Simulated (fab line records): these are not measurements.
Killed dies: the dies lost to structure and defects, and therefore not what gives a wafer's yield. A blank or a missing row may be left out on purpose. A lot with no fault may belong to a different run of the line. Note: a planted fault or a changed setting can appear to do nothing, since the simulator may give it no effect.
One fault seen from 2 desks -- flow sky130 -- each desk holds nothing but its own numbers, with what lay behind them at the end

AT THE METROLOGY DESK
Means of the sampled wafers that have a number, per lot and without regard to the tool the lot ran on: this is what the gauges read. A lot is out of limits, marked OUT, if its mean lies more than 4 standard deviations from the usual mean; the brackets give that distance.
Columns: A = FIELD_ISO_OXIDATION_00_THK at SKY_FIELD_ISO_THK_MEAS_02, usual 11.98 nm; B = FIELD_ISO_OXIDATION_01_THK at SKY_FIELD_ISO_THK_MEAS_23, usual 9.94 nm; C = PWDE_TW at SKY_PWDE_TW_MEAS_10, usual 372.6; D = NWELL_RS at SKY_NWELL_RS_MEAS_29, usual 624.5 ohm/sq
lot,first seen here,A,B,C,D
L326,day 1 12:05,12.07,10.02,374.1,625.2
L327,day 1 16:39,12.15,10.17,374.6,627.2
L328,day 1 21:53,11.77,10.13,372.2,624.2
L329,day 2 04:55,12.43,9.72,369.1,624.8
L332,day 2 20:44,11.65,9.97,372.0,624.9
L336,day 3 14:14,12.02,9.69,369.4,623.7
L337,day 3 18:38,12.60,9.93,373.3,632.3 (+4.4) OUT
L340,day 4 10:42,12.30,10.41,375.0,636.0 (+6.4) OUT
L341,day 4 15:05,11.92,9.90,374.8,626.9
L342,day 4 20:08,11.71,9.99,376.6,622.3
L347,day 5 20:38,11.98,10.08,373.8,623.6
L348,day 6 02:25,12.24,10.14,375.3,625.6
L349,day 6 06:51,11.99,9.87,373.1,625.5
Per this desk, out of limits: L337, L340; the first was L337, day 8 02:38 (NWELL_RS at SKY_NWELL_RS_MEAS_29). L326, L327, L328, L329, L332, L336, L341, L342, L347, L348, L349 stayed within limits.

DESK OF THE TOOL OWNER: implanter-02
SKY_NWELL_IMPLANT_11, tool's own readings: per-lot mean of the sampled wafers with a number, covering each lot this tool ran. A lot is out of limits, marked OUT, if its mean lies more than 4 standard deviations from the usual mean; the brackets give that distance.
Columns: A = beam energy keV at SKY_NWELL_IMPLANT_11, usual 400.01
lot,first seen here,A
L327,day 5 01:13,400.02
L329,day 5 06:52,399.92
L336,day 6 23:28,400.11
L337,day 7 04:59,376.98 (-99 or more) OUT
L340,day 7 23:23,377.07 (-99 or more) OUT
Finding of this desk: L337, L340 out of limits; the first was L337 at day 7 04:59, on beam energy keV at SKY_NWELL_IMPLANT_11. L327, L329, L336 stayed within limits.

ALL TOGETHER
An alarm could have come from the tool owner's desk at day 7 04:59, on L337, L340.
The metrology desk could have raised an alarm at day 8 02:38, on L337, L340.
On implanter-02, each named lot ran SKY_NWELL_IMPLANT_11.

WHAT THE SIMULATOR HAD INSERTED
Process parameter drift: implanter-02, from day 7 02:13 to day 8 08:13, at SKY_NWELL_IMPLANT_11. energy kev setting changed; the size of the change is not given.
Lots struck among those shown: L337, L340.
Delay (hours) between the fault's onset and each desk's first out-of-limits reading: 3 at the tool owner's desk, 24 at the metrology desk.
